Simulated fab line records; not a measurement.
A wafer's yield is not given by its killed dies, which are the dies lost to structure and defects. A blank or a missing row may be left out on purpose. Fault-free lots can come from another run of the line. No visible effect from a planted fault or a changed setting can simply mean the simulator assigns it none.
Commonality check across tools | flow gf180mcu | 12 lots and 36 wafers in the sample

## THE REASON FOR OPENING IT
2 of 12 lots carry a flag on the reading NSD_RS at GF_PSD_RS_MEAS_14. Wafers without a fault read 46.12 ohm/sq, standard deviation 0.14.
Rule: a lot gets a flag if all its wafers with a number sit over 4 standard deviations from that mean, or if no wafer of it has a number. The rest of the lots are taken to be sound.

lot  | measured     | on            | NSD_RS (ohm/sq), wafer by wafer | flag
L829 | day 14 13:49 | film-metro-03 | 46.27 46.25 46.26               |
L830 | day 15 04:00 | film-metro-03 | 46.08 46.10 46.26               |
L831 | day 15 12:58 | film-metro-02 | 46.19 46.28 46.20               |
L836 | day 17 01:18 | film-metro-02 | 46.20 46.04 46.03               |
L840 | day 18 09:53 | film-metro-01 | 45.14 45.11 45.17               | FLAGGED
L841 | day 18 23:50 | film-metro-01 | 46.07 46.02 46.01               |
L842 | day 19 07:29 | film-metro-03 | 45.48 45.43 45.47               | FLAGGED
L846 | day 20 17:26 | film-metro-01 | 46.01 46.01 46.01               |
L847 | day 20 20:07 | film-metro-03 | 46.29 46.40 46.36               |
L849 | day 21 17:32 | film-metro-02 | 46.16 46.07 46.18               |
L850 | day 21 20:59 | film-metro-01 | 46.01 45.97 46.04               |
L851 | day 22 04:56 | film-metro-03 | 46.16 46.16 46.22               |
On average the flagged lots' numbers are 45.30 ohm/sq, which is -0.82 ohm/sq against the usual, or -6 standard deviations.

## TOOL THAT RAN EACH LOT
2 process steps preceding the reading are held in the record, out of 602 steps in the route. Every cell lists first the tool, next ch and the chambers used by the sampled wafers, and last the start.
lot  | flag    | GF_HV_LDD_STRIP_37                   | GF_PSD_RTA_13
L829 |         | plasma-asher-03 ch 0,1, day 11 22:02 | rtp-anneal-01 ch 0, day 14 13:43
L830 |         | plasma-asher-02 ch 0,1, day 12 09:45 | rtp-anneal-01 ch 0, day 15 03:54
L831 |         | plasma-asher-01 ch 0,1, day 12 18:13 | rtp-anneal-01 ch 0, day 15 12:52
L836 |         | plasma-asher-01 ch 1, day 14 03:28   | rtp-anneal-01 ch 0, day 17 01:13
L840 | FLAGGED | plasma-asher-01 ch 0,1, day 15 07:35 | rtp-anneal-01 ch 0, day 18 09:47
L841 |         | plasma-asher-03 ch 0,1, day 15 21:59 | rtp-anneal-02 ch 0, day 18 23:46
L842 | FLAGGED | plasma-asher-01 ch 0,1, day 16 04:43 | rtp-anneal-01 ch 0, day 19 07:24
L846 |         | plasma-asher-03 ch 0, day 17 13:10   | rtp-anneal-02 ch 0, day 20 17:22
L847 |         | plasma-asher-01 ch 0,1, day 17 15:07 | rtp-anneal-02 ch 0, day 20 20:01
L849 |         | plasma-asher-03 ch 0,1, day 18 12:52 | rtp-anneal-02 ch 0, day 21 17:27
L850 |         | plasma-asher-01 ch 0,1, day 18 16:17 | rtp-anneal-01 ch 0, day 21 20:55
L851 |         | plasma-asher-02 ch 0,1, day 19 00:12 | rtp-anneal-02 ch 0, day 22 04:50
What these steps do:
- GF_HV_LDD_STRIP_37: strips in O2/N2.
- GF_PSD_RTA_13: time 20 s.
- GF_PSD_RS_MEAS_14: measures by four-point-probe.

## FLAGGED OVER TOTAL, TOOL BY TOOL (the gauges that took the reading come last)
step               | tool            | lots run | flagged | share of the flagged lots | sound lots run after its first flagged lot
GF_HV_LDD_STRIP_37 | plasma-asher-01 | 6        | 2       | all                       | 2 (L847,L850)
GF_HV_LDD_STRIP_37 | plasma-asher-02 | 2        | 0       | none                      | -
GF_HV_LDD_STRIP_37 | plasma-asher-03 | 4        | 0       | none                      | -
GF_PSD_RTA_13      | rtp-anneal-01   | 7        | 2       | all                       | 1 (L850)
GF_PSD_RTA_13      | rtp-anneal-02   | 5        | 0       | none                      | -
GF_PSD_RS_MEAS_14  | film-metro-01   | 4        | 1       | some                      | 3 (L841,L846,L850)
GF_PSD_RS_MEAS_14  | film-metro-02   | 3        | 0       | none                      | -
GF_PSD_RS_MEAS_14  | film-metro-03   | 5        | 1       | some                      | 2 (L847,L851)

## WHAT THE TABLE PERMITS
2 rows of the table ran every flagged lot: plasma-asher-01 at GF_HV_LDD_STRIP_37, rtp-anneal-01 at GF_PSD_RTA_13.
- plasma-asher-01 at GF_HV_LDD_STRIP_37: 2 of its 6 lots flagged. Sound lots followed the first flagged one (L847, L850) on it, something a lasting fault affecting the whole tool could not allow.
- rtp-anneal-01 at GF_PSD_RTA_13: 2 of its 7 lots flagged. Sound lots followed the first flagged one (L850) on it, something a lasting fault affecting the whole tool could not allow. Its own readings (wafer_temp_C_max) fall more than 4 standard deviations out on all wafers of the flagged lots.
There is no row in the table that ran each flagged lot and no sound lot after the first.

## WHAT HAD BEEN PUT IN BY THE SIMULATOR
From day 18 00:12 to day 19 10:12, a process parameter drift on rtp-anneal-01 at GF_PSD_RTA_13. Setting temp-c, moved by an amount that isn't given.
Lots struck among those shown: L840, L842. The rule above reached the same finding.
